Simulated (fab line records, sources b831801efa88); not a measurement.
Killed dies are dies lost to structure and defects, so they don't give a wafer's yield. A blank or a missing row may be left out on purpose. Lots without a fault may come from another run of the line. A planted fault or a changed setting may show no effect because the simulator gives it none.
fab line records | flow gf180mcu
record lots=5 wafers=15 last_day=34
route steps=602 shown M5@533 V5@540 TOP_METAL@567
lots that met no fault: from a run of the same line without faults
start_h: hours from the record's first day to the start of the lot's first wafer shown | wait_h: hours since the lot's step before | " the same as in the row above | L1.1+2: a row that stands for several wafers | - no value, or no start given | * or withheld: withheld | < > ~ a bound
route shown NAME@n: a module of which the file shows steps, and the number in the route of the first | usual: mean/standard deviation of fault-free wafers | same: alike in all rows | chamber/n: place in a boat | sites: the reading at each site | _std_site: their standard deviation | _edge_site: outer sites' mean less inner sites' | radius_mm: how far each site lies from the wafer's centre | mask NAME#n: copy n | behind: the tool/chamber that last shaped the wafer | hold: why the lot was held/for how many hours/how that ended | device: the transistor (n, p or np) that didn't switch | end of line: the same wafers' tests at the end of the route | a step without rows: its recipe alone | killed: dies lost to structure and defects at the first sort, not the wafer's yield | map: a wafer's dies, x killed, . not, _ none there
set.NAME: the setting as run; set.NAME@STEP: as run at that earlier step | model.NAME: the simulator's own value behind a step, which no gauge read
lots at some steps of the route; a table a step, a row a wafer
services: from which hour (start_h, from the record's first day; less than 0 if before it) a tool's chamber was out of use, for how many hours, and why
## steps
# step GF_M5_CD_MEAS_07
# recipe target_cd_nm=280
# usual cd_nm=280.0/0.95
# columns lot.wafer tool chamber start_h wait_h cd_nm
L074.1 cd_sem-02 - 608.95 0.1 280.3
L074.2 " - " " 280.6
L074.6 " - " " 281.1
L083.1 cd_sem-02 - 680.31 0.1 279.1
L083.2 " - " " 278.5
L083.6 " - " " 277.4
L084.1 cd_sem-02 - 689.97 0.1 279.0
L084.3 " - " " 281.0
L084.4 " - " " 280.3
L088.1 cd_sem-01 - 717.60 0.1 280.3
L088.2 " - " " 278.9
L088.3 " - " " 279.1
L096.3 cd_sem-02 - 768.41 0.1 280.1
L096.5 " - " " 281.1
L096.6 " - " " 281.2
# step GF_M5_OVL_MEAS_08
# usual M5_OVL=1/5.7
# columns lot.wafer tool chamber start_h wait_h M5_OVL[nm]
L074.1 overlay-02 - 609.07 0.1 16
L074.2 " - " " 4
L074.6 " - " " 1
L083.1 overlay-02 - 680.43 0.1 -5
L083.2 " - " " 3
L083.6 " - " " 2
L084.1 overlay-02 - 690.09 0.1 -7
L084.3 " - " " -2
L084.4 " - " " 1
L088.1 overlay-01 - 717.72 0.1 -10
L088.2 " - " " -1
L088.3 " - " " -15
L096.3 overlay-01 - 768.50 0.1 2
L096.5 " - " " 0
L096.6 " - " " 0
# step GF_M5_ETCH_09
# recipe chemistry=CF4/O2 target=Si3N4 target_depth_nm=52 source_w=800 bias_w=150 pressure_mtorr=150 cf4_flow_sccm=80 O2_flow_sccm=10 time_s=11.6
# usual drypump_motor_current_A=5.8/0.53 oes_product_au=1.003/0.017 throttle_valve_pct=5.972/0.011
# columns lot.wafer tool chamber start_h wait_h drypump_motor_current_A oes_product_au rf_hours_counter_h throttle_valve_pct
L074.1 rie_diel-03 1 609.11 0.0 5.1 1.007 16 5.985
L074.2 " 0 " " 6.5 1.002 8 5.962
L074.6 " 3 " " 5.0 0.996 - 5.971
L083.1 rie_diel-03 2 680.47 0.0 5.6 0.981 13 5.968
L083.2 " 1 " " 5.1 1.026 18 5.999
L083.6 " 2 " " 5.6 0.968 - 5.964
L084.1 rie_diel-01 1 690.12 0.0 6.8 1.006 9 5.977
L084.3 " 0 " " 6.2 0.991 5 5.973
L084.4 " 3 " " 5.5 0.995 14 5.973
L088.1 rie_diel-02 2 717.76 0.0 6.3 1.005 32 5.983
L088.2 " 1 " " 5.6 0.991 50 5.962
L088.3 " 0 " " 6.0 0.994 42 5.969
L096.3 rie_diel-03 1 768.52 0.0 5.1 1.000 22 5.980
L096.5 " 2 " " 5.6 0.968 - 5.974
L096.6 " 3 " " 5.1 1.001 - 5.971
# step GF_M5_METAL_ETCH_10
# recipe chemistry=Cl2/BCl3 mask_material=KrF target_depth_nm=627.5 stop_on=SiO2 pressure_mtorr=8 icp_w=800 bias_w=140 Cl2_flow_sccm=80 bcl3_flow_sccm=40 time_s=104.6
# usual drypump_motor_current_A=5.8/0.64 oes_product_au=0.971/0.0064 throttle_valve_pct=28.251/0.0097
# columns lot.wafer tool chamber start_h wait_h drypump_motor_current_A oes_product_au rf_hours_counter_h throttle_valve_pct
L074.1 rie_metal-03 0 609.13 0.0 4.8 0.969 2 28.258
L074.2 " 1 " " 5.8 0.966 4 28.255
L074.6 " 0 " " 4.8 0.973 - 28.238
L083.1 rie_metal-02 1 680.49 0.0 6.7 0.983 2 28.259
L083.2 " 0 " " 6.0 0.973 13 28.256
L083.6 " 1 " " 6.7 0.973 - 28.251
L084.1 rie_metal-03 1 690.15 0.0 5.8 0.968 6 28.247
L084.3 " 1 " " 5.8 0.966 - 28.253
L084.4 " 0 " " 4.8 0.974 - 28.231
L088.1 rie_metal-03 1 717.78 0.0 5.8 0.969 7 28.263
L088.2 " 0 " " 4.8 0.975 6 28.237
L088.3 " 0 " " 4.8 0.965 - 28.263
L096.3 rie_metal-01 0 768.58 0.0 6.0 0.971 - 28.256
L096.5 " 0 " " 6.0 0.972 - 28.251
L096.6 " 1 " " 5.7 0.966 - 28.265
# step GF_M5_STRIP_11
# recipe chemistry=O2/N2 power_w=1400 pressure_mtorr=1500 platen_temp_c=250 o2_flow_sccm=3000 n2_flow_sccm=300 overash_fraction=0.5
# usual drypump_motor_current_A=6.0/0.43 heater_power_w=338/40 oes_product_au=0.544/0.0052 strip_time_to_endpoint_s=7.53/0.062
# columns lot.wafer tool chamber start_h wait_h drypump_motor_current_A heater_power_w oes_product_au rf_hours_counter_h strip_time_to_endpoint_s
L074.1 plasma_asher-04 1 609.25 0.1 5.3 290 0.551 84 7.59
L074.2 " 0 " " 6.5 313 0.548 84 7.65
L074.6 " 0 " " 6.5 308 0.545 - 7.62
L083.1 plasma_asher-04 1 680.61 0.1 5.3 295 0.544 92 7.54
L083.2 " 0 " " 6.5 316 0.533 92 7.44
L083.6 " 0 " " 6.5 309 0.547 - 7.52
L084.1 plasma_asher-03 1 690.26 0.1 6.2 384 0.541 104 7.63
L084.3 " 0 " " 6.3 319 0.549 - 7.62
L084.4 " 1 " " 6.1 392 0.544 - 7.59
L088.1 plasma_asher-03 0 717.89 0.1 6.3 323 0.543 107 7.60
L088.2 " 1 " " 6.1 387 0.543 107 7.57
L088.3 " 1 " " 6.1 385 0.545 - 7.59
L096.3 plasma_asher-01 1 768.69 0.1 5.8 400 0.542 - 7.49
L096.5 " 0 " " 6.1 355 0.542 - 7.51
L096.6 " 1 " " 5.8 401 0.540 - 7.43
# step GF_M5_STRIP_12
# recipe chemistry=post_etch_residue_remover time_s=1200 temp_c=72.5
# columns lot.wafer tool chamber start_h wait_h
L074.1+2+6 wet_bench-02 3 609.35 0.1
L083.1+2+6 wet_bench-04 2 680.71 0.1
L084.1+3+4 wet_bench-01 1 690.36 0.1
L088.1+2+3 wet_bench-04 1 717.99 0.1
L096.3+5+6 wet_bench-04 1 768.76 0.0
# step GF_M5_CLEAN_13
# recipe chemistry=DIW dry=n2_spin
# columns lot.wafer tool chamber start_h wait_h
L074.1+2+6 wet_bench-01 3 609.69 0.0
L083.1+2+6 wet_bench-02 1 681.08 0.0
L084.1+3+4 wet_bench-04 3 690.70 0.0
L088.1+2+3 wet_bench-01 0 718.34 0.0
L096.3+5+6 wet_bench-01 3 769.10 0.0
# step GF_V5_CVD_00
# recipe material=SiO2 target_thk_nm=300 sigma_open_frac=0.3 temp_c=400 time_s=50 sih4_flow_sccm=60 pressure_mtorr=6
# columns lot.wafer tool chamber start_h wait_h
L074.1+2+6 hdpcvd-02 2,0,2 609.80 0.0
L083.1+2+6 hdpcvd-01 0,2,2 681.17 0.0
L084.1+3+4 hdpcvd-02 1,0,2 690.80 0.0
L088.1+2+3 hdpcvd-01 2,0,1 718.43 0.0
L096.3+5+6 hdpcvd-01 2,2,0 769.19 0.0
# step GF_V5_THK_MEAS_01
# recipe reads=SiO2_of_V5_CVD_00
# usual V5_CVD_00_THK=302/3.5
# columns lot.wafer tool chamber start_h wait_h V5_CVD_00_THK[nm]
L074.1 film_metro-03 - 609.84 0.0 297
L074.2 " - " " 299
L074.6 " - " " 298
L083.1 film_metro-03 - 681.24 0.0 311
L083.2 " - " " 306
L083.6 " - " " 304
L084.1 film_metro-01 - 690.85 0.0 299
L084.3 " - " " 301
L084.4 " - " " 301
L088.1 film_metro-01 - 718.47 0.0 301
L088.2 " - " " 304
L088.3 " - " " 297
L096.3 film_metro-02 - 769.26 0.0 297
L096.5 " - " " 300
L096.6 " - " " 307
# step GF_V5_CVD_02
# recipe material=SiO2 target_thk_nm=1450 precursor=TEOS temp_c=400 time_s=163.28 rf_w=600
# usual heater_power_w=705/110
# columns lot.wafer tool chamber start_h wait_h heater_power_w
L074.1 pecvd-02 1 609.90 0.1 750
L074.2 " 0 " " 829
L074.6 " 1 " " 839
L083.1 pecvd-02 1 681.30 0.1 859
L083.2 " 2 " " 601
L083.6 " 0 " " 665
L084.1 pecvd-03 0 690.91 0.1 540
L084.3 " 2 " " 573
L084.4 " 2 " " 620
L088.1 pecvd-04 1 718.53 0.1 882
L088.2 " 0 " " 765
L088.3 " 2 " " 565
L096.3 pecvd-04 1 769.30 0.0 914
L096.5 " 0 " " 635
L096.6 " 2 " " 608
# step GF_V5_THK_MEAS_03
# recipe reads=SiO2_of_V5_CVD_02
# usual V5_CVD_02_THK=1456/17
# columns lot.wafer tool chamber start_h wait_h V5_CVD_02_THK[nm]
L074.1 film_metro-02 - 610.01 0.1 1456
L074.2 " - " " 1433
L074.6 " - " " 1468
L083.1 film_metro-01 - 681.40 0.1 1455
L083.2 " - " " 1435
L083.6 " - " " 1483
L084.1 film_metro-03 - 691.01 0.1 1464
L084.3 " - " " 1473
L084.4 " - " " 1488
L088.1 film_metro-02 - 718.64 0.1 1419
L088.2 " - " " 1437
L088.3 " - " " 1447
L096.3 film_metro-01 - 769.42 0.1 1431
L096.5 " - " " 1441
L096.6 " - " " 1463
# step GF_V5_CMP_04
# recipe material=SiO2 down_force_psi=4 platen_rpm=60 pad_velocity_m_s=0.94248
# usual motor_current_A=11.7/1.5
# columns lot.wafer tool chamber start_h wait_h motor_current_A
L074.1 cmp-01 2 610.07 0.1 12.7
L074.2 " 3 " " 13.8
L074.6 " 3 " " 14.0
L083.1 cmp-02 3 681.56 0.1 12.4
L083.2 " 0 " " 13.7
L083.6 " 2 " " 10.9
L084.4 cmp-01 3 691.07 0.0 13.8
L084.3 " 1 " " 10.3
L084.1 " 2 " " 11.7
L088.1 cmp-01 1 718.70 0.1 9.7
L088.3 " 2 " " 11.7
L088.2 " 3 " " 13.7
L096.3 cmp-01 3 769.56 0.1 13.2
L096.5 " 1 " " 10.4
L096.6 " 2 " " 12.3
# step GF_V5_BOW_MEAS_05
# recipe mode=bow
# usual V5_BOW=135/10
# columns lot.wafer tool chamber start_h wait_h V5_BOW[um]
L074.1 film_metro-03 - 610.37 0.2 127
L074.2 " - " " 136
L074.6 " - " " 139
L083.1 film_metro-03 - 681.76 0.1 142
L083.2 " - " " 154
L083.6 " - " " 142
L084.1 film_metro-02 - 691.37 0.1 143
L084.3 " - " " 136
L084.4 " - " " 143
L088.1 film_metro-03 - 719.00 0.2 130
L088.2 " - " " 115
L088.3 " - " " 126
L096.3 film_metro-03 - 769.80 0.2 125
L096.5 " - " " 120
L096.6 " - " " 122
# step GF_V5_DEHYDRATE_06
# recipe temp_c=200 time_s=60
# columns lot.wafer tool chamber start_h wait_h
L074.1+2+6 litho_track-01 0 619.87 9.5
L083.1+2+6 litho_track-02 0 690.81 9.0
L084.1+3+4 litho_track-02 0 700.11 8.7
L088.1+2+3 litho_track-02 0 726.76 7.7
L096.3+5+6 litho_track-02 0 777.16 7.3
# step GF_V5_HMDS_07
# recipe prime_time_s=60 prime_temp_c=120
# columns lot.wafer tool chamber start_h wait_h
L074.1+2+6 litho_track-01 0 620.02 0.1
L083.1+2+6 litho_track-02 0 690.96 0.1
L084.1+3+4 litho_track-02 0 700.26 0.1
L088.1+2+3 litho_track-02 0 726.91 0.1
L096.3+5+6 litho_track-02 0 777.31 0.1
# step GF_V5_COAT_08
# recipe resist=BARC temp_c=withheld time_s=withheld spin_rpm=withheld resist_thk_nm=withheld
# columns lot.wafer tool chamber start_h wait_h
L074.1+2+6 litho_track-01 0 620.17 0.1
L083.1+2+6 litho_track-02 0 691.11 0.1
L084.1+3+4 litho_track-02 0 700.41 0.1
L088.1+2+3 litho_track-02 0 727.06 0.1
L096.3+5+6 litho_track-02 0 777.46 0.1
# step GF_V5_COAT_09
# recipe resist=KrF spin_rpm=withheld resist_thk_nm=1000
# columns lot.wafer tool chamber start_h wait_h
L074.1+2+6 litho_track-01 0 - -
L083.1+2+6 litho_track-02 0 - -
L084.1+3+4 litho_track-02 0 - -
L088.1+2+3 litho_track-02 0 - -
L096.3+5+6 litho_track-02 0 - -
# step GF_V5_SOFTBAKE_10
# recipe temp_c=130 time_s=60 resist=KrF
# columns lot.wafer tool chamber start_h wait_h
L074.1+2+6 litho_track-01 0 - -
L083.1+2+6 litho_track-02 0 - -
L084.1+3+4 litho_track-02 0 - -
L088.1+2+3 litho_track-02 0 - -
L096.3+5+6 litho_track-02 0 - -
# step GF_V5_EXPOSE_11
# recipe mask_id=Via5 target_cd_nm=260 na=0.68 source_shape=conventional sigma_outer=0.6 dose_mj=38
# usual focus_offset_nm=0.1/0.54 stage_vel_mm_s=500.06/0.29
# columns lot.wafer tool chamber start_h wait_h mask focus_offset_nm stage_vel_mm_s
L074.1 krf_scanner-02 0 - - Via5#0 0.8 499.99
L074.2 " 0 " " Via5#0 1.0 500.18
L074.6 " 0 " " Via5#0 0.4 499.74
L083.1 krf_scanner-02 0 - - Via5#0 0.4 499.89
L083.2 " 0 " " Via5#0 0.9 500.09
L083.6 " 0 " " Via5#0 0.5 500.10
L084.1 krf_scanner-01 0 - - Via5#0 0.2 499.94
L084.3 " 0 " " Via5#0 -0.4 500.45
L084.4 " 0 " " Via5#0 0.2 499.89
L088.1 krf_scanner-01 0 - - Via5#0 -0.1 499.91
L088.2 " 0 " " Via5#0 0.6 499.94
L088.3 " 0 " " Via5#0 -0.4 499.98
L096.3 krf_scanner-01 0 - - Via5#0 -0.1 499.92
L096.5 " 0 " " Via5#0 0.9 500.12
L096.6 " 0 " " Via5#0 0.0 499.84
# step GF_V5_PEB_12
# recipe peb_temp_c=135 peb_time_s=90 resist=KrF
# columns lot.wafer tool chamber start_h wait_h
L074.1+2+6 litho_track-01 0 - -
L083.1+2+6 litho_track-02 0 - -
L084.1+3+4 litho_track-04 0 - -
L088.1+2+3 litho_track-04 0 - -
L096.3+5+6 litho_track-02 0 - -
# step GF_V5_DEVELOP_13
# recipe develop_time_s=60 resist=KrF dev_temp_c=21
# same develop_time_s=60
# columns lot.wafer tool chamber start_h wait_h
L074.1+2+6 litho_track-01 0 631.17 0.2
L083.1+2+6 litho_track-02 0 701.06 0.2
L084.1+3+4 litho_track-04 0 709.90 0.2
L088.1+2+3 litho_track-04 0 736.65 0.2
L096.3+5+6 litho_track-02 0 785.21 0.1
# step GF_V5_CD_MEAS_14
# recipe target_cd_nm=260
# usual cd_nm=260.0/1.3
# columns lot.wafer tool chamber start_h wait_h cd_nm
L074.1 cd_sem-01 - 631.32 0.1 260.5
L074.2 " - " " 262.2
L074.6 " - " " 259.9
L083.1 cd_sem-01 - 701.21 0.1 259.1
L083.2 " - " " 257.8
L083.6 " - " " 259.4
L084.1 cd_sem-02 - 710.05 0.1 260.0
L084.3 " - " " 260.9
L084.4 " - " " 260.8
L088.1 cd_sem-01 - 736.80 0.1 257.8
L088.2 " - " " 259.1
L088.3 " - " " 259.2
L096.3 cd_sem-01 - 785.35 0.1 259.7
L096.5 " - " " 259.9
L096.6 " - " " 259.8
# step GF_V5_OVL_MEAS_15
# usual V5_OVL=2/4.9
# columns lot.wafer tool chamber start_h wait_h V5_OVL[nm]
L074.1 overlay-01 - 631.44 0.1 8
L074.2 " - " " -1
L074.6 " - " " -4
L083.1 overlay-01 - 701.33 0.1 0
L083.2 " - " " 1
L083.6 " - " " -3
L084.1 overlay-02 - 710.17 0.1 2
L084.3 " - " " 6
L084.4 " - " " 2
L088.1 overlay-01 - 736.92 0.1 5
L088.2 " - " " 0
L088.3 " - " " -3
L096.3 overlay-02 - 785.45 0.1 2
L096.5 " - " " -2
L096.6 " - " " -4
# step GF_V5_ETCH_16
# recipe chemistry=N2/H2 target_depth_a=withheld overetch_a=withheld time_s=withheld target=BARC ion_energy_ev=200 source_w=500 bias_w=100 pressure_mtorr=30 n2_flow_sccm=100 h2_flow_sccm=200
# usual drypump_motor_current_A=6.1/0.33 oes_product_au=0.855/0.0044 throttle_valve_pct=13.226/0.0092
# columns lot.wafer tool chamber start_h wait_h drypump_motor_current_A oes_product_au throttle_valve_pct
L074.1 rie_diel-02 1 631.47 0.0 5.7 0.857 13.231
L074.2 " 2 " " 6.3 0.847 13.226
L074.6 " 3 " " 6.0 0.849 13.224
L083.1 rie_diel-04 3 701.37 0.0 6.1 0.853 13.226
L083.2 " 1 " " 6.0 0.846 13.219
L083.6 " 1 " " 6.1 0.861 13.223
L084.1 rie_diel-01 2 710.20 0.0 6.0 0.852 13.229
L084.3 " 1 " " 6.8 0.854 13.235
L084.4 " 0 " " 6.2 0.851 13.219
L088.1 rie_diel-02 3 736.95 0.0 6.1 0.860 13.221
L088.2 " 2 " " 6.3 0.852 13.222
L088.3 " 1 " " 5.6 0.860 13.212
L096.3 rie_diel-04 3 785.47 0.0 6.1 0.852 13.230
L096.5 " 3 " " 6.1 0.853 13.228
L096.6 " 0 " " 6.0 0.851 13.228
# step GF_V5_ETCH_17
# recipe chemistry=C4F8/O2/Ar mask_material=KrF target=SiO2 stop_on=TiN source_w=1500 bias_w=1200 pressure_mtorr=40 c4f8_flow_sccm=withheld O2_flow_sccm=6 Ar_flow_sccm=300 time_s=withheld target_depth_a=8550
# usual oes_product_au=0.860/0.0045
# columns lot.wafer tool chamber start_h wait_h oes_product_au
L074.1 rie_diel-02 1 - - 0.861
L074.2 " 2 " " 0.854
L074.6 " 3 " " 0.858
L083.1 rie_diel-04 3 - - 0.861
L083.2 " 1 " " 0.858
L083.6 " 1 " " 0.852
L084.1 rie_diel-01 2 - - 0.856
L084.3 " 1 " " 0.861
L084.4 " 0 " " 0.857
L088.1 rie_diel-02 3 - - 0.855
L088.2 " 2 " " 0.865
L088.3 " 1 " " 0.857
L096.3 rie_diel-04 3 - - 0.849
L096.5 " 3 " " 0.863
L096.6 " 0 " " 0.856
# step GF_V5_STRIP_18
# recipe chemistry=O2/N2 power_w=1400 pressure_mtorr=1500 platen_temp_c=250 o2_flow_sccm=3000 n2_flow_sccm=300 overash_fraction=0.5
# usual drypump_motor_current_A=6.04/0.2 heater_power_w=361/29 oes_product_au=0.568/0.0051
# columns lot.wafer tool chamber start_h wait_h drypump_motor_current_A heater_power_w oes_product_au rf_hours_counter_h
L074.1 plasma_asher-02 1 631.63 - 5.81 322 0.577 57
L074.2 " 0 " " 6.12 343 0.569 57
L074.6 " 0 " " 6.10 336 0.568 -
L083.1 plasma_asher-01 0 701.52 - 6.11 351 0.564 26
L083.2 " 1 " " 5.78 401 0.572 26
L083.6 " 1 " " 5.78 399 0.563 -
L084.1 plasma_asher-03 1 710.36 - 6.14 384 0.566 106
L084.3 " 1 " " 6.15 385 0.571 -
L084.4 " 0 " " 6.33 329 0.578 -
L088.1 plasma_asher-02 1 737.11 - 5.82 325 0.561 68
L088.2 " 0 " " 6.12 333 0.574 68
L088.3 " 0 " " 6.11 336 0.568 -
L096.3 plasma_asher-01 0 785.66 - 6.15 352 0.579 -
L096.5 " 0 " " 6.10 358 0.566 -
L096.6 " 1 " " 5.78 390 0.573 -
# step GF_V5_STRIP_19
# recipe chemistry=post_etch_residue_remover time_s=1200 temp_c=72.5
# columns lot.wafer tool chamber start_h wait_h
L074.1+2+6 wet_bench-03 3 631.73 0.1
L083.1+2+6 wet_bench-01 1 701.69 0.1
L084.1+3+4 wet_bench-04 3 710.46 0.1
L088.1+2+3 wet_bench-04 1 737.21 0.1
L096.3+5+6 wet_bench-03 0 785.72 0.0
# step GF_V5_CLEAN_20
# recipe chemistry=DIW dry=n2_spin
# columns lot.wafer tool chamber start_h wait_h
L074.1+2+6 wet_bench-01 0 632.13 0.0
L083.1+2+6 wet_bench-03 1 702.03 0.0
L084.1+3+4 wet_bench-01 2 710.83 0.0
L088.1+2+3 wet_bench-03 3 737.55 0.0
L096.3+5+6 wet_bench-01 3 786.06 0.0
# step GF_V5_SPUTTER_21
# recipe material=Ti target_thk_nm=15 chamber_pressure_pa=5 power_w=2500 substrate_temp_c=200 time_s=80.02
# usual throttle_valve_pct=30.4/1.2
# columns lot.wafer tool chamber start_h wait_h throttle_valve_pct
L074.1 pvd_sputter-04 - 632.23 0.0 31.3
L074.2 " - " " 29.9
L074.6 " - " " 30.7
L083.1 pvd_sputter-02 - 702.13 0.0 30.6
L083.2 " - " " 27.6
L083.6 " - " " 30.6
L084.1 pvd_sputter-03 - 710.92 0.0 31.6
L084.3 " - " " 31.6
L084.4 " - " " 30.3
L088.1 pvd_sputter-04 - 737.64 0.0 30.8
L088.2 " - " " 31.4
L088.3 " - " " 29.9
L096.3 pvd_sputter-02 - 786.16 0.0 27.5
L096.5 " - " " 30.8
L096.6 " - " " 27.7
# step GF_V5_SPUTTER_22
# recipe material=TiN target_thk_nm=10 chamber_pressure_pa=5 power_w=4000 time_s=40
# usual throttle_valve_pct=30.4/1.2
# columns lot.wafer tool chamber start_h wait_h throttle_valve_pct
L074.1 pvd_sputter-04 - 632.29 0.0 31.2
L074.2 " - " " 29.9
L074.6 " - " " 31.0
L083.1 pvd_sputter-02 - 702.19 0.0 30.8
L083.2 " - " " 27.8
L083.6 " - " " 30.6
L084.1 pvd_sputter-03 - 710.98 0.0 31.5
L084.3 " - " " 31.5
L084.4 " - " " 30.0
L088.1 pvd_sputter-04 - 737.70 0.0 31.2
L088.2 " - " " 31.2
L088.3 " - " " 30.0
L096.3 pvd_sputter-02 - 786.22 0.0 27.8
L096.5 " - " " 30.4
L096.6 " - " " 27.6
# step GF_V5_CVD_23
# recipe material=W target_thk_nm=350 time_s=104.9 temp_c=400 pressure_torr=40
# usual heater_power_w=762/110
# columns lot.wafer tool chamber start_h wait_h heater_power_w
L074.1 cvd_w-01 1 632.33 0.0 699
L074.2 " 0 " " 849
L074.6 " 0 " " 840
L083.1 cvd_w-02 1 702.23 0.0 600
L083.2 " 0 " " 885
L083.6 " 1 " " 602
L084.1 cvd_w-01 0 711.02 0.0 838
L084.3 " 1 " " 693
L084.4 " 0 " " 849
L088.1 cvd_w-02 1 737.74 0.0 589
L088.2 " 0 " " 923
L088.3 " 1 " " 591
L096.3 cvd_w-01 1 786.29 0.1 710
L096.5 " 0 " " 862
L096.6 " 1 " " 713
# step GF_V5_RS_MEAS_24
# recipe thk_meas_gauge=four-point-probe reads=W_of_V5_CVD_23+TiN_of_V5_SPUTTER_22+Ti_of_V5_SPUTTER_21
# usual V5_W_RS=0.327/0.0039
# columns lot.wafer tool chamber start_h wait_h V5_W_RS[ohm/sq]
L074.1 film_metro-01 - 632.44 0.1 0.325
L074.2 " - " " 0.324
L074.6 " - " " 0.323
L083.1 film_metro-02 - 702.35 0.1 0.324
L083.2 " - " " 0.328
L083.6 " - " " 0.328
L084.1 film_metro-02 - 711.13 0.1 0.322
L084.3 " - " " 0.327
L084.4 " - " " 0.322
L088.1 film_metro-03 - 737.88 0.1 0.320
L088.2 " - " " 0.324
L088.3 " - " " 0.321
L096.3 film_metro-02 - 786.41 0.1 0.329
L096.5 " - " " 0.328
L096.6 " - " " 0.328
# step GF_V5_THK_MEAS_25
# recipe thk_meas_gauge=xrf reads=W_of_V5_CVD_23
# usual V5_W_THK=357/6.9
# columns lot.wafer tool chamber start_h wait_h V5_W_THK[nm]
L074.1 film_metro-01 - 632.56 0.1 354
L074.2 " - " " 355
L074.6 " - " " 357
L083.1 film_metro-02 - 702.47 0.1 364
L083.2 " - " " 360
L083.6 " - " " 359
L084.1 film_metro-02 - 711.25 0.1 363
L084.3 " - " " 360
L084.4 " - " " 365
L088.1 film_metro-03 - 738.00 0.1 374
L088.2 " - " " 367
L088.3 " - " " 372
L096.3 film_metro-02 - 786.51 0.1 354
L096.5 " - " " 358
L096.6 " - " " 356
# step GF_V5_CMP_26
# recipe stop_on=SiO2 down_force_psi=3.5 platen_rpm=60 t_overpolish_s=15 target_thk_nm=0 pad_velocity_m_s=0.94248
# usual motor_current_A=10.9/1.4 overpolish_run_s=15.000/0.0089 time_to_endpoint_s=85/3.9
# columns lot.wafer tool chamber start_h wait_h motor_current_A overpolish_run_s time_to_endpoint_s
L074.1 cmp-02 2 632.67 0.1 10.0 15.000 94
L074.2 " 3 " " 11.8 15.004 90
L074.6 " 2 " " 10.1 14.994 90
L083.1 cmp-01 3 702.53 0.1 12.4 14.993 80
L083.2 " 0 " " 9.1 14.999 87
L083.6 " 3 " " 12.0 15.001 81
L084.3 cmp-01 3 711.60 0.3 12.8 15.004 82
L084.4 " 1 " " 9.5 14.993 88
L084.1 " 2 " " 10.8 15.006 88
L088.2 cmp-01 3 738.11 0.1 12.9 14.986 85
L088.1 " 0 " " 9.4 15.017 91
L088.3 " 1 " " 9.1 15.017 89
L096.3 cmp-01 3 786.60 0.1 12.9 15.000 77
L096.5 " 2 " " 11.0 14.998 86
L096.6 " 3 " " 13.1 15.010 78
# step GF_TOP_METAL_SPUTTER_00
# recipe material=Ti target_thk_nm=37.5 arriving_ion_energy_ev=80 substrate_temp_c=200 chamber_pressure_pa=2 power_w=4000 time_s=150
# usual throttle_valve_pct=30.3/1
# columns lot.wafer tool chamber start_h wait_h throttle_valve_pct
L074.1 pvd_sputter-02 - 632.92 0.2 30.6
L074.2 " - " " 30.9
L074.6 " - " " 27.7
L083.1 pvd_sputter-01 - 702.83 0.2 30.2
L083.2 " - " " 29.7
L083.6 " - " " 29.6
L084.1 pvd_sputter-01 - 711.90 0.1 29.5
L084.3 " - " " 30.5
L084.4 " - " " 30.8
L088.1 pvd_sputter-03 - 738.42 0.2 31.6
L088.2 " - " " 30.4
L088.3 " - " " 31.5
L096.3 pvd_sputter-01 - 786.85 0.2 29.6
L096.5 " - " " 30.9
L096.6 " - " " 30.6
# step GF_TOP_METAL_SPUTTER_01
# recipe material=TiN target_thk_nm=30 power_w=6500 time_s=25 chamber_pressure_pa=0.4
# usual throttle_valve_pct=30.3/1
# columns lot.wafer tool chamber start_h wait_h throttle_valve_pct
L074.1 pvd_sputter-02 - 633.02 0.1 31.0
L074.2 " - " " 31.0
L074.6 " - " " 27.8
L083.1 pvd_sputter-01 - 702.93 0.1 30.8
L083.2 " - " " 29.8
L083.6 " - " " 29.7
L084.1 pvd_sputter-01 - 712.00 0.1 29.7
L084.3 " - " " 30.8
L084.4 " - " " 30.5
L088.1 pvd_sputter-03 - 738.52 0.1 31.4
L088.2 " - " " 30.1
L088.3 " - " " 31.5
L096.3 pvd_sputter-01 - 786.95 0.1 29.7
L096.5 " - " " 31.0
L096.6 " - " " 30.7
# step GF_TOP_METAL_SPUTTER_02
# recipe material=AlCu target_thk_nm=900 power_w=10600 chamber_pressure_pa=0.3 substrate_temp_c=250 gas=Ar time_s=47.82
# usual throttle_valve_pct=30.3/1
# columns lot.wafer tool chamber start_h wait_h throttle_valve_pct
L074.1 pvd_sputter-02 - 633.05 0.0 30.8
L074.2 " - " " 30.8
L074.6 " - " " 27.6
L083.1 pvd_sputter-01 - 702.96 0.0 30.6
L083.2 " - " " 29.6
L083.6 " - " " 29.7
L084.1 pvd_sputter-01 - 712.03 0.0 29.5
L084.3 " - " " 30.6
L084.4 " - " " 30.6
L088.1 pvd_sputter-03 - 738.55 0.0 31.4
L088.2 " - " " 30.5
L088.3 " - " " 31.6
L096.3 pvd_sputter-01 - 786.98 0.0 29.7
L096.5 " - " " 30.6
L096.6 " - " " 30.7
# step GF_TOP_METAL_SPUTTER_03
# recipe material=Ti target_thk_nm=5 substrate_temp_c=300 chamber_pressure_pa=0.3 power_w=3000 time_s=3.3
# usual throttle_valve_pct=30.3/1
# columns lot.wafer tool chamber start_h wait_h throttle_valve_pct
L074.1 pvd_sputter-02 - 633.09 0.0 30.7
L074.2 " - " " 30.8
L074.6 " - " " 27.8
L083.1 pvd_sputter-01 - 703.00 0.0 30.6
L083.2 " - " " 29.8
L083.6 " - " " 30.0
L084.1 pvd_sputter-01 - 712.07 0.0 29.7
L084.3 " - " " 30.5
L084.4 " - " " 30.5
L088.1 pvd_sputter-03 - 738.59 0.0 31.5
L088.2 " - " " 30.3
L088.3 " - " " 31.6
L096.3 pvd_sputter-01 - 787.02 0.0 29.6
L096.5 " - " " 30.5
L096.6 " - " " 30.6
## services
# columns tool chamber start_h hours kind
cmp-01 - 587.00 4.0 pm
krf_scanner-01 - 595.07 0.5 repair
rie_diel-03 0 598.03 3.8 repair
pvd_sputter-04 - 598.99 1.2 repair
rie_metal-03 0 604.24 1.1 repair
krf_scanner-01 - 605.27 1.0 pm
pvd_sputter-03 - 606.94 5.6 repair
rie_diel-01 - 608.41 1.5 repair
cvd_w-01 - 611.03 6.0 pm
rie_diel-04 3 626.16 5.5 repair
rie_diel-01 1 643.16 6.4 repair
rie_diel-04 2 653.38 2.7 repair
rie_diel-02 2 656.87 2.4 repair
rie_diel-02 1 659.97 4.3 repair
krf_scanner-01 - 662.48 0.8 pm
hdpcvd-01 1 666.68 31.1 repair
pvd_sputter-02 - 687.25 5.4 repair
rie_diel-04 2 694.03 11.1 repair
rie_diel-02 2 707.32 6.6 repair
wet_bench-03 - 709.82 2.7 repair
wet_bench-01 - 728.29 3.1 repair
pvd_sputter-01 - 737.19 4.5 repair
rie_diel-04 1 774.59 8.4 repair
rie_diel-04 - 777.91 2.8 pm
## key
fault none
